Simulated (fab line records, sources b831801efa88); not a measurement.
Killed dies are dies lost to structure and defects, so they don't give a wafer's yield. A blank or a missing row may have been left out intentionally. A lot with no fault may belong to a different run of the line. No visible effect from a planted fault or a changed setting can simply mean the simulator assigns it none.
Split-lot study + flow gf180mcu + 5 lots, 23 wafers read, on a route of 602 steps

== ABOUT THE SPLIT ==
At GF_POLY_GATE_ETCH_13 (etches poly-Si in HBr/Cl2, stops on SiO2, target depth 198.5 nm, time 69.6 s), the setting icpW was moved away from the recipe's 400 W on 10 of the 23 wafers read, by -11.1% to +7.7%. For the rest of the wafers, this setting stayed at what the recipe calls for.

The reading comes from the split's own step.

== THE READING ==
oesProductAu, in a.u., at GF_POLY_GATE_ETCH_13 (etches poly-Si in HBr/Cl2, stops on SiO2, target depth 198.5 nm, time 69.6 s). On this fab line, fault-free wafers typically give 0.990 a.u. with a standard deviation of 0.0073 a.u.

| wafer  | tool, chamber at the split | icpW as run, W | against the recipe | oesProductAu, a.u. | against lot-mates on the recipe |
|--------|----------------------------|----------------|--------------------|--------------------|---------------------------------|
| L076.2 | rieSi-01, 2                | 400            | recipe             | 0.975              | -                               |
| L076.3 | rieSi-01, 1                | 400            | recipe             | 0.987              | -                               |
| L076.4 | rieSi-01, 1                | 400            | recipe             | 0.993              | -                               |
| L077.1 | rieSi-01, 0                | 367.7          | -8.1%              | 0.961              | -0.029                          |
| L077.2 | rieSi-01, 3                | 400            | recipe             | 0.991              | -                               |
| L077.3 | rieSi-01, 2                | 400            | recipe             | 0.986              | -                               |
| L077.4 | rieSi-01, 3                | 367.7          | -8.1%              | 0.966              | -0.024                          |
| L077.5 | rieSi-01, 0                | 400            | recipe             | 0.994              | -                               |
| L080.1 | rieSi-01, 2                | 400            | recipe             | 0.997              | -                               |
| L080.2 | rieSi-01, 3                | 355.5          | -11.1%             | 0.962              | -0.036                          |
| L080.3 | rieSi-01, 0                | 400            | recipe             | 0.998              | -                               |
| L080.4 | rieSi-01, 1                | 355.5          | -11.1%             | 0.966              | -0.032                          |
| L080.6 | rieSi-01, 0                | 355.5          | -11.1%             | 0.961              | -0.037                          |
| L082.1 | rieSi-02, 3                | 430.7          | +7.7%              | 0.996              | +0.011                          |
| L082.2 | rieSi-02, 2                | 400            | recipe             | 0.988              | -                               |
| L082.3 | rieSi-02, 1                | 430.7          | +7.7%              | 0.989              | +0.004                          |
| L082.4 | rieSi-02, 0                | 400            | recipe             | 0.975              | -                               |
| L082.6 | rieSi-02, 3                | 400            | recipe             | 0.992              | -                               |
| L083.2 | rieSi-02, 3                | 429.5          | +7.4%              | 1.007              | +0.017                          |
| L083.3 | rieSi-02, 1                | 400            | recipe             | 0.984              | -                               |
| L083.4 | rieSi-02, 2                | 429.5          | +7.4%              | 0.999              | +0.009                          |
| L083.5 | rieSi-02, 2                | 429.5          | +7.4%              | 1.000              | +0.010                          |
| L083.6 | rieSi-02, 3                | 400            | recipe             | 0.995              | -                               |

FIT RESULTS
A straight line over all 23 wafers: oesProductAu changes by +0.00203 a.u. for each +1% of icpW; r = +0.86; the points scatter about the line by 0.0072 a.u.
The same after taking each lot's own level away (the mean of its wafers on the recipe; 23 wafers): +0.00248 a.u. for each +1%; r = +0.92; scatter 0.0064 a.u.
According to that fit, moving icpW by its largest amount changes the reading by 0.028 a.u.
The span of the lots' own levels, 0.9850 to 0.9975 a.u., comes to 1.7 times the standard deviation stated above.
In other words, the slope is changed by the lot-to-lot level; the two fits disagree.
Check: for one of the wafers moved furthest among these (-11.1%), held out of the fit, the line's prediction against its lot-mates is -0.0297 a.u. Against them it came out at -0.0355 a.u.
Tool readings at the split's step, against how far the setting was moved: oesProductAu r = +0.86.

== FURTHER SPLITS ON THESE WAFERS ==
These wafers also went through other splits before the reading. Each is held against what the fit with the lots' levels taken away leaves over:
| other split on the same wafers     | wafers away from the commonest value | r with oesProductAu (lot level and that fit taken away) |
|------------------------------------|--------------------------------------|---------------------------------------------------------|
| GF_VT_IMPLANT_IMPLANT_19 energyKev | 7                                    | -0.35                                                   |
| GF_VT_IMPLANT_COAT_24 spinRpm      | 7                                    | +0.01                                                   |
| GF_VT_IMPLANT_DEVELOP_28 devTempC  | 5                                    | +0.08                                                   |
| GF_DUAL_GATE_OXIDATION_02 oxTimeS  | 18                                   | -0.14                                                   |

== THE FILE'S OWN FIT ==
oesProductAu changes by +0.00248 a.u. for each +1% of icpW, r = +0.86.
